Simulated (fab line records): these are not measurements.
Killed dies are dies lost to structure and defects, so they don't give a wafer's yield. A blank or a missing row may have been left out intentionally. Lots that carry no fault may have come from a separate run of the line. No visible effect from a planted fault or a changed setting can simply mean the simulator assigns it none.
Which tool is to blame?	flow gf180mcu	13 lots, 39 wafers sampled, at 5 steps of a route of 602

WHAT EACH GAUGE READ, for each wafer
GF_CONTACT_THK_MEAS_03. Usual: CONTACT_CVD_02_THK gives 863 nm (standard deviation 11).
lot	measured	on	CONTACT_CVD_02_THK (nm)	flag
L577	day 14 23:15	film-metro-04	855 867 865	
L578	day 15 13:34	film-metro-02	846 867 859	
L579	day 15 21:19	film-metro-02	861 864 859	
L580	day 16 05:24	film-metro-02	853 848 846	
L583	day 17 10:17	film-metro-01	846 860 861	
L586	day 18 09:04	film-metro-01	848 876 865	
L587	day 18 21:01	film-metro-02	856 858 863	
L588	day 19 03:52	film-metro-02	631 876 635	OFF
L589	day 19 13:52	film-metro-01	859 854 623	OFF
L597	day 22 10:34	film-metro-04	861 868 873	
L598	day 22 16:06	film-metro-01	864 866 875	
L599	day 22 20:11	film-metro-01	858 880 875	
L600	day 23 09:34	film-metro-01	858 862 872	

GF_V2_BOW_MEAS_05. Usual: V2_BOW gives 100 um (standard deviation 9).
lot	measured	on	V2_BOW (um)	flag
L577	day 18 23:40	film-metro-01	105 96 102	
L578	day 19 16:26	film-metro-01	99 92 103	
L579	day 19 23:32	film-metro-04	100 108 97	
L580	day 20 10:28	film-metro-01	108 107 109	
L583	day 21 15:54	film-metro-04	97 97 90	
L586	day 22 15:55	film-metro-02	95 88 94	
L587	day 23 01:10	film-metro-02	110 114 108	
L588	day 23 10:13	film-metro-01	119 109 120	
L589	day 23 18:10	film-metro-02	84 101 103	
L597	day 26 09:12	film-metro-01	84 91 75	
L598	day 26 13:30	film-metro-02	105 102 104	
L599	day 26 19:05	film-metro-01	104 107 103	
L600	day 27 05:56	film-metro-02	103 97 108	

WHAT TOOL EACH LOT RAN ON (gives the tool, then ch and the chambers of the sampled wafers, and finally the start)
lot	GF_CONTACT_CVD_02	GF_CONTACT_CMP_04	GF_M2_SPUTTER_03
L577	pecvd-02 ch 0,1,2, day 14 23:10	cmp-01 ch 0,1,3, day 14 23:24	pvd-sputter-01, day 17 23:08
L578	pecvd-01 ch 0,1,2, day 15 13:29	cmp-01 ch 1,2, day 15 13:51	pvd-sputter-01, day 18 15:25
L579	pecvd-01 ch 0,1,2, day 15 21:14	cmp-01 ch 1,2,3, day 15 21:25	pvd-sputter-02, day 18 22:41
L580	pecvd-02 ch 0,1,2, day 16 05:20	cmp-02 ch 1,2,3, day 16 05:31	pvd-sputter-02, day 19 08:36
L583	pecvd-02 ch 1,2, day 17 10:13	cmp-01 ch 0,1,2, day 17 10:26	pvd-sputter-01, day 20 14:37
L586	pecvd-02 ch 0,2, day 18 09:00	cmp-01 ch 0,1, day 18 09:11	pvd-sputter-04, day 21 15:14
L587	pecvd-02 ch 0,1, day 18 20:56	cmp-02 ch 0,1,3, day 18 21:10	pvd-sputter-02, day 22 00:37
L588	pecvd-02 ch 0,1,2, day 19 03:48	cmp-01 ch 0,2,3, day 19 03:59	pvd-sputter-01, day 22 09:20
L589	pecvd-02 ch 0,1,2, day 19 13:47	cmp-02 ch 2,3, day 19 13:55	pvd-sputter-04, day 22 18:11
L597	pecvd-02 ch 0,1,2, day 22 10:29	cmp-01 ch 0,2,3, day 22 10:37	pvd-sputter-02, day 25 10:22
L598	pecvd-02 ch 1,2, day 22 16:02	cmp-02 ch 0,1, day 22 16:10	pvd-sputter-01, day 25 15:25
L599	pecvd-02 ch 0,1,2, day 22 20:05	cmp-02 ch 2,3, day 22 20:17	pvd-sputter-02, day 25 20:25
L600	pecvd-03 ch 1,2, day 23 09:29	cmp-02 ch 0,1,2, day 23 09:40	pvd-sputter-04, day 26 08:02
- GF_CONTACT_CVD_02: deposits SiO2 from TEOS, target thk 860 nm, time 95.992 s.
- GF_CONTACT_CMP_04: polishes SiO2.
- GF_M2_SPUTTER_03: material Ti, target thk 10 nm, time 6.7 s.

WHAT THE TOOLS THEMSELVES READ (means of the sampled wafers that have a number; where no wafer has one, the mark that the record gives instead)
GF_CONTACT_CVD_02. Usual: heater-power-w 629 W, standard deviation 96.
lot	tool	heater-power-w (W)	flag
L577	pecvd-02	642	
L578	pecvd-01	657	
L579	pecvd-01	607	
L580	pecvd-02	687	
L583	pecvd-02	626	
L586	pecvd-02	571	
L587	pecvd-02	616	
L588	pecvd-02	650	
L589	pecvd-02	638	
L597	pecvd-02	610	
L598	pecvd-02	705	
L599	pecvd-02	650	
L600	pecvd-03	608	

GF_CONTACT_CMP_04. Usual: motor-current-A 12.0 A, standard deviation 1.6; time-to-endpoint-s 113 s, standard deviation 5.9.
lot	tool	motor-current-A (A)	time-to-endpoint-s (s)	flag
L577	cmp-01	11.8	110	
L578	cmp-01	12.3	106	
L579	cmp-01	12.4	106	
L580	cmp-02	13.1	104	
L583	cmp-01	11.9	107	
L586	cmp-01	12.0	116	
L587	cmp-02	12.9	110	
L588	cmp-01	11.6	60	OFF
L589	cmp-02	12.7	81	OFF
L597	cmp-01	11.6	122	
L598	cmp-02	12.7	117	
L599	cmp-02	12.0	117	
L600	cmp-02	11.3	114	

GF_M2_SPUTTER_03. Usual: throttle-valve-pct 30.3 %, standard deviation 0.79.
lot	tool	throttle-valve-pct (%)	flag
L577	pvd-sputter-01	29.8	
L578	pvd-sputter-01	29.5	
L579	pvd-sputter-02	30.3	
L580	pvd-sputter-02	30.6	
L583	pvd-sputter-01	29.4	
L586	pvd-sputter-04	30.5	
L587	pvd-sputter-02	31.1	
L588	pvd-sputter-01	29.7	
L589	pvd-sputter-04	30.9	
L597	pvd-sputter-02	30.7	
L598	pvd-sputter-01	29.9	
L599	pvd-sputter-02	31.2	
L600	pvd-sputter-04	30.9	

THE ANSWER, worked out from the rows above alone
Rule: lot off if the mean of its wafers having a number is beyond 3 standard deviations from the usual mean. A lot without any number at a reading at which 4 lots or more have one is off too. Any other lot the step has rows for is counted as sound. The gauges are gone through in route order, then the tools' own readings, and for those a lot's mean is taken as printed above. The first step at which some lot is off is used, and at that step the reading that is off furthest; a lot without a number counts as furthest.
Off: L588, L589, at GF_CONTACT_THK_MEAS_03 (CONTACT_CVD_02_THK).
A tool fits if, at a process step before that reading, it ran every lot that is off, and no sound lot after the first of them. Not tried: the gauges at GF_CONTACT_THK_MEAS_03; whatever is off there is also off at GF_CONTACT_CMP_04, on other tools, and gauge error can't account for it. Not one of the candidates tried fits.

WHAT THE SIMULATOR PUT IN
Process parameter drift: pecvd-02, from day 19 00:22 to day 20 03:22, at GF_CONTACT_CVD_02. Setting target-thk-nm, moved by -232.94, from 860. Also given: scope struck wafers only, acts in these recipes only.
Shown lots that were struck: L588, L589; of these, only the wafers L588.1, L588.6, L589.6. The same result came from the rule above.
